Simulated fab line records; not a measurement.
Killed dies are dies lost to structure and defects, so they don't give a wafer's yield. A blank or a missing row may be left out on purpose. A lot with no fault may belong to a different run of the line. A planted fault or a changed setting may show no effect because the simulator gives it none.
The tool behind it: which one? | flow sky130 | 24 lots, 72 wafers sampled, at 5 steps of a route of 708

WHAT EACH GAUGE READ, for each wafer
SKY_VIA2_THK_MEAS_01.
lot  | measured     | on           | VIA2_HDPCVD_THK (nm)
L074 | day 35 00:44 | filmMetro-04 | 1165 1167 1174
L077 | day 35 13:51 | filmMetro-04 | 1176 1177 1168
L075 | day 35 16:11 | filmMetro-01 | 1201 1166 1211
L076 | day 35 19:35 | filmMetro-04 | 1196 1183 1170
L078 | day 36 01:00 | filmMetro-01 | 1188 1183 1172
L079 | day 36 03:58 | filmMetro-01 | 1204 1190 1210
L080 | day 36 21:58 | filmMetro-04 | 1174 1185 1191
L081 | day 37 11:55 | filmMetro-01 | 1160 1148 1160
L082 | day 37 14:02 | filmMetro-02 | 1162 1155 1181
L083 | day 37 21:23 | filmMetro-04 | 1158 1171 1169
L084 | day 38 09:19 | filmMetro-01 | 1175 1161 1179
L085 | day 39 05:28 | filmMetro-01 | 1178 1177 1199
L086 | day 39 10:09 | filmMetro-04 | 1170 1163 1159
L087 | day 39 10:34 | filmMetro-02 | 1187 1165 1179
L088 | day 39 15:07 | filmMetro-01 | 1169 1162 1187
L089 | day 39 20:20 | filmMetro-01 | 1162 1148 1150
L090 | day 40 06:50 | filmMetro-02 | 1176 1171 1179
L091 | day 40 10:17 | filmMetro-01 | 1182 1174 1190
L092 | day 40 13:55 | filmMetro-01 | 1183 1190 1171
L093 | day 40 20:55 | filmMetro-04 | 1169 1188 1206
L094 | day 41 13:07 | filmMetro-01 | 1171 1173 1152
L095 | day 41 14:10 | filmMetro-04 | 1192 1195 1179
L096 | day 41 20:39 | filmMetro-02 | 1167 1153 1173
L097 | day 42 08:19 | filmMetro-04 | 1196 1173 1192

SKY_METAL3_CD_MEAS_13: target cd 300 nm.
lot  | measured     | on       | cdNm (nm)
L074 | day 38 11:55 | cdSem-02 | 298.9 299.9 299.6
L077 | day 39 01:04 | cdSem-01 | 298.5 299.8 300.8
L075 | day 39 02:37 | cdSem-02 | 302.0 301.2 302.5
L076 | day 39 07:10 | cdSem-01 | 301.1 300.0 300.9
L078 | day 39 11:38 | cdSem-02 | 299.1 298.3 299.6
L079 | day 39 14:22 | cdSem-02 | 300.6 301.3 301.9
L080 | day 40 06:11 | cdSem-02 | 299.2 299.5 298.6
L081 | day 40 19:23 | cdSem-01 | 299.6 300.4 300.1
L082 | day 40 22:25 | cdSem-01 | 302.7 300.9 303.2
L083 | day 41 04:32 | cdSem-02 | 299.6 299.2 298.0
L084 | day 41 15:50 | cdSem-02 | 299.8 301.1 300.3
L085 | day 42 08:01 | cdSem-02 | 301.7 301.7 300.1
L086 | day 42 13:13 | cdSem-02 | 297.9 298.4 298.9
L087 | day 42 13:56 | cdSem-02 | 299.6 301.9 301.5
L088 | day 42 17:52 | cdSem-01 | 297.6 299.4 298.9
L089 | day 42 22:01 | cdSem-02 | 301.6 301.4 301.1
L090 | day 43 06:44 | cdSem-01 | 296.1 296.5 296.4
L091 | day 43 10:01 | cdSem-02 | 298.1 297.6 298.3
L092 | day 43 15:25 | cdSem-01 | 299.4 300.1 300.7
L093 | day 43 21:43 | cdSem-01 | 299.2 297.9 298.6
L094 | day 44 12:56 | cdSem-01 | 301.2 300.9 300.4
L095 | day 44 13:57 | cdSem-01 | 300.2 301.2 299.6
L096 | day 44 19:48 | cdSem-02 | 298.6 297.9 296.7
L097 | day 45 06:28 | cdSem-02 | 301.8 300.2 302.7

EACH LOT AND THE TOOL THAT RAN IT (in order: tool; ch and the chambers of the sampled wafers; start)
lot  | SKY_VIA2_CMP_02               | SKY_VIA2_SPUTTER_20         | SKY_CAPM_STRIP_14
L074 | cmp-02 ch 0,1,2, day 35 00:47 | pvdSputter-02, day 36 04:47 | plasmaAsher-04 ch 0,1, day 37 08:19
L077 | cmp-01 ch 0,1,3, day 35 14:07 | pvdSputter-01, day 36 18:19 | plasmaAsher-02 ch 0,1, day 37 21:53
L075 | cmp-02 ch 0,2,3, day 35 16:24 | pvdSputter-01, day 36 19:59 | plasmaAsher-01 ch 0,1, day 37 23:38
L076 | cmp-02 ch 2,3, day 35 19:38   | pvdSputter-01, day 36 23:59 | plasmaAsher-04 ch 0,1, day 38 03:59
L078 | cmp-01 ch 0,2,3, day 36 01:06 | pvdSputter-01, day 37 04:56 | plasmaAsher-04 ch 0, day 38 08:40
L079 | cmp-01 ch 0,1,3, day 36 04:05 | pvdSputter-01, day 37 07:55 | plasmaAsher-04 ch 0,1, day 38 12:04
L080 | cmp-02 ch 0,1,2, day 36 22:05 | pvdSputter-03, day 38 01:52 | plasmaAsher-01 ch 0,1, day 39 05:00
L081 | cmp-01 ch 0,2,3, day 37 11:58 | pvdSputter-03, day 38 15:43 | plasmaAsher-01 ch 0,1, day 39 18:50
L082 | cmp-02 ch 1,3, day 37 14:05   | pvdSputter-02, day 38 18:13 | plasmaAsher-01 ch 0,1, day 39 21:29
L083 | cmp-02 ch 1,2,3, day 37 21:28 | pvdSputter-03, day 39 00:54 | plasmaAsher-02 ch 0,1, day 40 04:00
L084 | cmp-01 ch 0,1, day 38 09:22   | pvdSputter-02, day 39 13:17 | plasmaAsher-01 ch 0,1, day 40 15:28
L085 | cmp-02 ch 1,2, day 39 05:31   | pvdSputter-03, day 40 08:38 | plasmaAsher-04 ch 0,1, day 41 08:21
L086 | cmp-01 ch 1,2,3, day 39 10:13 | pvdSputter-03, day 40 12:41 | plasmaAsher-02 ch 0,1, day 41 12:59
L087 | cmp-01 ch 1,2,3, day 39 10:38 | pvdSputter-02, day 40 13:33 | plasmaAsher-01 ch 0,1, day 41 13:17
L088 | cmp-01 ch 0,2,3, day 39 15:16 | pvdSputter-01, day 40 17:31 | plasmaAsher-01 ch 1, day 41 17:44
L089 | cmp-02 ch 0,2, day 39 20:23   | pvdSputter-02, day 40 21:31 | plasmaAsher-04 ch 0,1, day 41 22:13
L090 | cmp-02 ch 0,1, day 40 06:53   | pvdSputter-02, day 41 07:30 | plasmaAsher-02 ch 0,1, day 42 07:31
L091 | cmp-01 ch 0,1,2, day 40 10:26 | pvdSputter-02, day 41 10:43 | plasmaAsher-04 ch 0, day 42 10:53
L092 | cmp-02 ch 1,2,3, day 40 13:59 | pvdSputter-01, day 41 15:01 | plasmaAsher-04 ch 0,1, day 42 15:40
L093 | cmp-01 ch 1,2,3, day 40 21:15 | pvdSputter-01, day 41 21:58 | plasmaAsher-02 ch 1, day 42 22:26
L094 | cmp-02 ch 0,1,2, day 41 13:16 | pvdSputter-03, day 42 14:00 | plasmaAsher-01 ch 0,1, day 43 14:10
L095 | cmp-01 ch 1,2,3, day 41 14:12 | pvdSputter-03, day 42 15:11 | plasmaAsher-04 ch 0,1, day 43 14:52
L096 | cmp-01 ch 0,1, day 41 20:41   | pvdSputter-03, day 42 21:26 | plasmaAsher-01 ch 0,1, day 43 21:35
L097 | cmp-02 ch 2,3, day 42 08:23   | pvdSputter-01, day 43 08:46 | plasmaAsher-01 ch 0, day 44 08:08
- SKY_VIA2_CMP_02: polishes SiO2.
- SKY_VIA2_SPUTTER_20: material TiN, target thk 20 nm, time 80 s.
- SKY_CAPM_STRIP_14: strips in O2/N2.

WHAT THE TOOLS THEMSELVES READ (means of the sampled wafers that have a number; where no wafer has one, the mark that the record gives instead)
SKY_VIA2_CMP_02.
lot  | tool   | motorCurrentA (A) | slurryFilterDpKPa (kPa)
L074 | cmp-02 | 12.1              | 13.52
L077 | cmp-01 | 12.2              | 13.48
L075 | cmp-02 | 11.8              | 13.49
L076 | cmp-02 | 12.3              | 13.53
L078 | cmp-01 | 12.2              | 13.56
L079 | cmp-01 | 11.9              | 13.46
L080 | cmp-02 | 11.9              | 13.55
L081 | cmp-01 | 12.0              | 13.54
L082 | cmp-02 | 13.1              | 13.48
L083 | cmp-02 | 12.7              | 13.48
L084 | cmp-01 | 12.1              | 13.62
L085 | cmp-02 | 12.7              | 13.46
L086 | cmp-01 | 13.0              | 13.46
L087 | cmp-01 | 13.3              | 13.45
L088 | cmp-01 | 12.1              | 13.62
L089 | cmp-02 | 11.3              | 13.55
L090 | cmp-02 | 11.5              | 13.48
L091 | cmp-01 | 12.3              | 13.43
L092 | cmp-02 | 12.4              | 13.40
L093 | cmp-01 | 12.7              | 13.43
L094 | cmp-02 | 11.9              | 13.49
L095 | cmp-01 | 12.7              | 13.47
L096 | cmp-01 | 11.3              | 13.64
L097 | cmp-02 | 12.2              | 13.51

SKY_VIA2_SPUTTER_20.
lot  | tool          | chamberPressurePa (Pa) | throttleValvePct (%)
L074 | pvdSputter-02 | 5.014                  | 30.7
L077 | pvdSputter-01 | 5.018                  | 29.5
L075 | pvdSputter-01 | 4.997                  | 29.9
L076 | pvdSputter-01 | 5.003                  | 29.5
L078 | pvdSputter-01 | 5.001                  | 29.9
L079 | pvdSputter-01 | 5.013                  | 29.7
L080 | pvdSputter-03 | 5.000                  | 28.7
L081 | pvdSputter-03 | 5.010                  | 28.8
L082 | pvdSputter-02 | 4.989                  | 30.5
L083 | pvdSputter-03 | 4.995                  | 28.8
L084 | pvdSputter-02 | 5.000                  | 30.8
L085 | pvdSputter-03 | 4.998                  | 28.8
L086 | pvdSputter-03 | 5.002                  | 28.7
L087 | pvdSputter-02 | 5.010                  | 30.5
L088 | pvdSputter-01 | 4.990                  | 29.2
L089 | pvdSputter-02 | 4.990                  | 30.0
L090 | pvdSputter-02 | 4.999                  | 30.4
L091 | pvdSputter-02 | 5.009                  | 30.8
L092 | pvdSputter-01 | 5.000                  | 29.4
L093 | pvdSputter-01 | 5.000                  | 29.6
L094 | pvdSputter-03 | 4.991                  | 28.8
L095 | pvdSputter-03 | 5.000                  | 28.7
L096 | pvdSputter-03 | 5.004                  | 28.7
L097 | pvdSputter-01 | 4.994                  | 29.6

SKY_CAPM_STRIP_14.
lot  | tool           | chamberPressureMTorr (mTorr) | drypumpMotorCurrentA (A) | o2FlowSccm (sccm) | oesProductAu (a.u.) | stripTimeToEndpointS (s)
L074 | plasmaAsher-04 | 1499.4                       | 5.9                      | 2994              | 0.709               | 12.67
L077 | plasmaAsher-02 | 1500.8                       | 5.3                      | 3001              | 0.710               | 12.65
L075 | plasmaAsher-01 | 1499.5                       | 5.3                      | 3005              | 0.711               | 12.59
L076 | plasmaAsher-04 | 1501.0                       | 6.0                      | 3008              | 0.716               | 12.60
L078 | plasmaAsher-04 | 1502.0                       | 5.8                      | 3002              | 0.711               | 12.62
L079 | plasmaAsher-04 | 1500.0                       | 5.9                      | 3003              | 0.713               | 12.65
L080 | plasmaAsher-01 | 1498.6                       | 5.3                      | 2995              | 0.712               | 12.63
L081 | plasmaAsher-01 | 1499.9                       | 5.3                      | 2999              | 0.706               | 12.67
L082 | plasmaAsher-01 | 1499.9                       | 5.3                      | 2997              | 0.713               | 12.65
L083 | plasmaAsher-02 | 1500.4                       | 5.4                      | 3003              | 0.707               | 12.59
L084 | plasmaAsher-01 | 1500.0                       | 5.3                      | 2993              | 0.715               | 12.63
L085 | plasmaAsher-04 | 1500.2                       | 5.9                      | 2998              | 0.710               | 12.64
L086 | plasmaAsher-02 | 1500.0                       | 5.3                      | 2999              | 0.708               | 12.60
L087 | plasmaAsher-01 | 1499.7                       | 5.3                      | 3002              | 0.713               | 12.65
L088 | plasmaAsher-01 | 1499.7                       | 6.2                      | 2995              | 0.709               | 12.65
L089 | plasmaAsher-04 | 1499.7                       | 5.9                      | 2997              | 0.715               | 12.58
L090 | plasmaAsher-02 | 1499.3                       | 5.3                      | 3009              | 0.711               | 12.61
L091 | plasmaAsher-04 | 1499.7                       | 5.9                      | 3002              | 0.710               | 12.69
L092 | plasmaAsher-04 | 1500.1                       | 6.0                      | 2997              | 0.707               | 12.59
L093 | plasmaAsher-02 | 1500.1                       | 5.4                      | 3000              | 0.710               | 12.61
L094 | plasmaAsher-01 | 1500.0                       | 5.3                      | 2994              | 0.709               | 12.61
L095 | plasmaAsher-04 | 1500.0                       | 6.0                      | 2999              | 0.710               | 12.66
L096 | plasmaAsher-01 | 1500.3                       | 5.3                      | 3006              | 0.711               | 12.65
L097 | plasmaAsher-01 | 1499.9                       | 4.8                      | 3016              | 0.709               | 12.67

THE ANSWER, worked out from the rows above alone
Rule: the usual values come from the lots themselves. The widest of any qualifying gaps counts: lots, ordered by their means at a reading, are off when they make up no more than a third of the lots, leave a main group of 4 or more, and stand apart from it by 3 or more times the standard deviation of that group's means. The tables above print the reading to a certain number of digits; a main group whose means all agree to those digits is not used. A lot without any number at a reading at which 4 lots or more have one is off too. All remaining lots with rows at the step are treated as sound. Order of review: gauges by route order, followed by the tools' own readings, for which a lot's mean as printed above is used. The first step at which some lot is off is used, and at that step the reading that is off furthest; a lot without a number counts as furthest.
No lot is off on any of the readings shown, so nothing can be concluded from this.

WHAT THE SIMULATOR HAD INSERTED
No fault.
